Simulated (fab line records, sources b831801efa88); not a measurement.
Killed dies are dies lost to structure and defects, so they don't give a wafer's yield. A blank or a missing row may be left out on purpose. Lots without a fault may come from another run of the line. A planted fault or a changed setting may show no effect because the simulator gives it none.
Chamber matching | flow sky130 | SKY_CONTACT_CMP_27 on cmp-02: 4 sister chambers
The step polishes, stops on SiO2, t overpolish 15 s, target thk 0 nm. 16 wafers are shown with their chamber, then 8 later ones without.

WAFERS WITH THEIR CHAMBER
wafer  | chamber | motor_current_A (A) | time_to_endpoint_s (s) | overpolish_run_s (s)
L482.2 | 1       | 9.4                 | 84                     | 14.999
L482.5 | 3       | 10.1                | 87                     | 14.995
L482.6 | 0       | 10.0                | 83                     | 14.984
L485.2 | 1       | 9.7                 | 84                     | 15.001
L485.3 | 0       | 10.1                | 84                     | 15.009
L485.6 | 1       | 10.2                | 85                     | 14.991
L487.2 | 2       | 11.2                | 80                     | 14.992
L487.5 | 0       | 9.9                 | 78                     | 14.997
L487.6 | 1       | 10.0                | 84                     | 14.998
L493.1 | 3       | 9.5                 | 80                     | 15.014
L493.2 | 0       | 9.5                 | 78                     | 15.000
L493.6 | 1       | 9.7                 | 87                     | 14.994
L500.1 | 1       | 9.8                 | 86                     | 14.986
L500.2 | 2       | 10.8                | 81                     | 15.009
L500.5 | 3       | 10.2                | 87                     | 15.004
L502.1 | 2       | 10.7                | 80                     | 15.001

SIGNATURES (means of the wafers above)
reading            | chamber 0 | chamber 1 | chamber 2 | chamber 3 | scatter within a chamber
motor_current_A    | 9.875     | 9.800     | 10.900    | 9.933     | 0.291
time_to_endpoint_s | 80.75     | 85.00     | 80.33     | 84.67     | 2.45
overpolish_run_s   | 14.99750  | 14.99483  | 15.00067  | 15.00433  | 0.00819
Rule: a wafer's distance from a chamber is the root of the sum, over the readings, of the square of ((its reading less the chamber's mean) divided by the reading's scatter). The wafer belongs to the nearest chamber; if the next one is less than 2 further off, it can't be placed. The scatter: the root of (the sum of the squares of (reading less its chamber's mean) over the shown wafers, divided by (wafers less chambers)).

WAFERS WITHOUT THEIR CHAMBER
wafer  | motor_current_A (A) | time_to_endpoint_s (s) | overpolish_run_s (s)
L502.5 | 10.7                | 82                     | 15.020
L502.6 | 9.4                 | 88                     | 14.995
L503.3 | 9.6                 | 90                     | 14.994
L503.4 | 10.3                | 84                     | 14.992
L503.6 | 10.0                | 79                     | 14.979
L505.1 | 9.9                 | 83                     | 14.991
L505.5 | 10.4                | 78                     | 14.998
L505.6 | 9.9                 | 88                     | 15.002

WHICH CHAMBER EACH WENT THROUGH
wafer  | from the rows above               | in truth
L502.5 | can't be placed: 2 or 3 or 0 or 1 | 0
L502.6 | can't be placed: 1 or 3 or 0      | 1
L503.3 | can't be placed: 1 or 3 or 0      | 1
L503.4 | can't be placed: 1 or 3 or 0 or 2 | 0
L503.6 | can't be placed: 0 or 1 or 3 or 2 | 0
L505.1 | can't be placed: 1 or 0 or 3      | 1
L505.5 | can't be placed: 2 or 0 or 3 or 1 | 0
L505.6 | can't be placed: 3 or 1 or 0      | 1
Placed correctly: 0 of 8. Can't be placed from these rows: 8 (the true chamber is among the candidates in 8). Placed wrongly: 0.
